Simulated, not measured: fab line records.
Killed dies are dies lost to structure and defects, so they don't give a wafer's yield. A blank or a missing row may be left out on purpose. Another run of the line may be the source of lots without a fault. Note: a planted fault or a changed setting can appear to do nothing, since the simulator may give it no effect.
Which tool is to blame? -- flow gf180mcu -- Sampling: 12 lots, 36 wafers, 4 of 602 route steps

WHAT THE GAUGES SHOWED, per wafer
GF_M3_CD_MEAS_14: the cd target is 280 nm. Usual: 280.0 nm for cd_nm, sd 1.
lot,measured,on,cd_nm (nm),flag
L953,day 21 14:13,cd_sem-01,279.6 279.4 280.0,
L956,day 22 22:25,cd_sem-01,279.5 278.9 279.9,
L957,day 23 05:37,cd_sem-01,279.4 280.4 280.6,
L958,day 23 11:01,cd_sem-01,280.4 279.5 278.9,
L959,day 23 21:01,cd_sem-02,280.3 280.4 280.0,
L960,day 24 12:56,cd_sem-02,278.7 278.6 276.9,
L961,day 24 16:22,cd_sem-01,280.7 280.4 279.7,
L962,day 25 01:16,cd_sem-01,280.6 280.8 281.1,
L963,day 25 12:22,cd_sem-02,279.4 280.8 279.7,
L964,day 25 15:05,cd_sem-02,281.0 280.7 280.3,
L970,day 27 06:25,cd_sem-01,277.9 278.2 277.6,
L974,day 28 11:42,cd_sem-02,280.9 280.4 280.0,

GF_V4_THK_MEAS_01. Usual: V4_CVD_00_THK 599 nm, standard deviation 6.
lot,measured,on,V4_CVD_00_THK (nm),flag
L953,day 23 16:25,film_metro-04,594 600 590,
L956,day 24 23:10,film_metro-01,603 591 607,
L957,day 25 06:13,film_metro-04,597 604 595,
L958,day 25 10:58,film_metro-01,595 600 600,
L959,day 25 20:28,film_metro-03,590 597 597,
L960,day 26 10:56,film_metro-01,598 602 606,
L961,day 26 14:04,film_metro-03,596 596 603,
L962,day 26 22:31,film_metro-04,903 904 901,OFF
L963,day 27 09:18,film_metro-03,901 909 901,OFF
L964,day 27 12:31,film_metro-04,900 900 911,OFF
L970,day 29 01:55,film_metro-03,595 591 593,
L974,day 30 06:09,film_metro-03,601 597 593,

TOOL THAT RAN EACH LOT (tool first, then ch and the chambers of the sampled wafers, then the start)
lot,GF_M4_METAL_ETCH_16,GF_V4_CVD_00
L953,"rie_metal-03 ch 1, day 23 15:33","hdpcvd-01 ch 0,1,2, day 23 16:20"
L956,"rie_metal-02 ch 0, day 24 22:18","hdpcvd-02 ch 0,1,2, day 24 23:05"
L957,"rie_metal-01 ch 0,1, day 25 05:27","hdpcvd-01 ch 0,1,2, day 25 06:08"
L958,"rie_metal-03 ch 0,1, day 25 10:12","hdpcvd-01 ch 0,1, day 25 10:53"
L959,"rie_metal-02 ch 1, day 25 19:36","hdpcvd-02 ch 0,1, day 25 20:23"
L960,"rie_metal-02 ch 0,1, day 26 10:13","hdpcvd-02 ch 0,1,2, day 26 10:50"
L961,"rie_metal-02 ch 1, day 26 13:19","hdpcvd-02 ch 0,1, day 26 13:59"
L962,"rie_metal-02 ch 0,1, day 26 21:46","hdpcvd-01 ch 0,2, day 26 22:26"
L963,"rie_metal-02 ch 0,1, day 27 08:31","hdpcvd-01 ch 1,2, day 27 09:13"
L964,"rie_metal-01 ch 0,1, day 27 11:45","hdpcvd-01 ch 1,2, day 27 12:27"
L970,"rie_metal-01 ch 0,1, day 29 01:07","hdpcvd-02 ch 0,1,2, day 29 01:50"
L974,"rie_metal-01 ch 0,1, day 30 05:22","hdpcvd-01 ch 0,1,2, day 30 06:05"
- GF_M4_METAL_ETCH_16: etches the open film in Cl2/BCl3, stops on SiO2, target depth 750.8 nm, time 125.1 s.
- GF_V4_CVD_00: deposits SiO2, target thk 600 nm, time 100 s.

AS READ BY THE TOOLS THEMSELVES (means over the sampled wafers that have a number; for cases with no such wafer, the mark the record gives instead)
GF_M4_METAL_ETCH_16. Usual: chamber_pressure_mTorr 8.000 mTorr, standard deviation 0.0072; drypump_motor_current_A 5.8 A, standard deviation 0.42; mfc_cl2_sccm 79.95 sccm, standard deviation 0.24; oes_product_au 0.990 a.u., standard deviation 0.0055; throttle_valve_pct 28.229 %, standard deviation 0.0094.
lot,tool,chamber_pressure_mTorr (mTorr),drypump_motor_current_A (A),mfc_cl2_sccm (sccm),oes_product_au (a.u.),throttle_valve_pct (%),flag
L953,rie_metal-03,7.996,5.5,79.67,0.996,28.219,
L956,rie_metal-02,7.996,6.2,80.17,0.995,28.230,
L957,rie_metal-01,7.993,5.3,79.66,0.988,28.226,
L958,rie_metal-03,8.008,5.5,80.03,0.991,28.224,
L959,rie_metal-02,8.005,6.2,79.89,0.987,28.231,
L960,rie_metal-02,7.998,6.2,79.96,0.995,28.223,
L961,rie_metal-02,8.000,6.3,80.06,0.997,28.225,
L962,rie_metal-02,8.000,6.3,79.90,0.989,28.221,
L963,rie_metal-02,7.993,6.2,79.93,0.980,28.232,
L964,rie_metal-01,7.996,5.4,79.97,0.992,28.226,
L970,rie_metal-01,8.006,5.4,80.04,0.988,28.221,
L974,rie_metal-01,8.002,5.3,80.02,0.988,28.230,

GF_V4_CVD_00. Usual: sih4_flow_sccm 59.98 sccm, standard deviation 0.19; susceptor_temp_C 399.98 C, standard deviation 0.2.
lot,tool,sih4_flow_sccm (sccm),susceptor_temp_C (C),flag
L953,hdpcvd-01,60.02,400.14,
L956,hdpcvd-02,59.99,399.72,
L957,hdpcvd-01,59.88,399.94,
L958,hdpcvd-01,59.92,399.73,
L959,hdpcvd-02,59.92,399.93,
L960,hdpcvd-02,60.03,399.88,
L961,hdpcvd-02,59.85,399.96,
L962,hdpcvd-01,89.96,399.91,OFF
L963,hdpcvd-01,90.00,399.89,OFF
L964,hdpcvd-01,89.89,400.09,OFF
L970,hdpcvd-02,60.02,400.03,
L974,hdpcvd-01,60.04,399.99,

THE ANSWER, worked out from the rows above alone
Rule: lot off if the mean of its wafers having a number is beyond 3 standard deviations from the usual mean. Also off: a lot with no number at a reading for which 4 or more lots have one. Any other lot the step has rows for is counted as sound. After the gauges, taken in route order, come the tools' own readings; for these a lot's mean is taken, as printed above. The first step at which some lot is off is used, and at that step the reading that is off furthest; a lot without a number counts as furthest.
Off: L962, L963, L964, seen at GF_V4_THK_MEAS_01 (V4_CVD_00_THK).
A tool fits if, at a process step before that reading, it ran every lot that is off, and no sound lot after the first of them. The gauges at GF_V4_THK_MEAS_01 aren't tried: what is off there is off at GF_V4_CVD_00 too, on other tools, and a gauge's error can't cause that. Of those tried, none fits.

WHAT HAD BEEN PUT IN BY THE SIMULATOR
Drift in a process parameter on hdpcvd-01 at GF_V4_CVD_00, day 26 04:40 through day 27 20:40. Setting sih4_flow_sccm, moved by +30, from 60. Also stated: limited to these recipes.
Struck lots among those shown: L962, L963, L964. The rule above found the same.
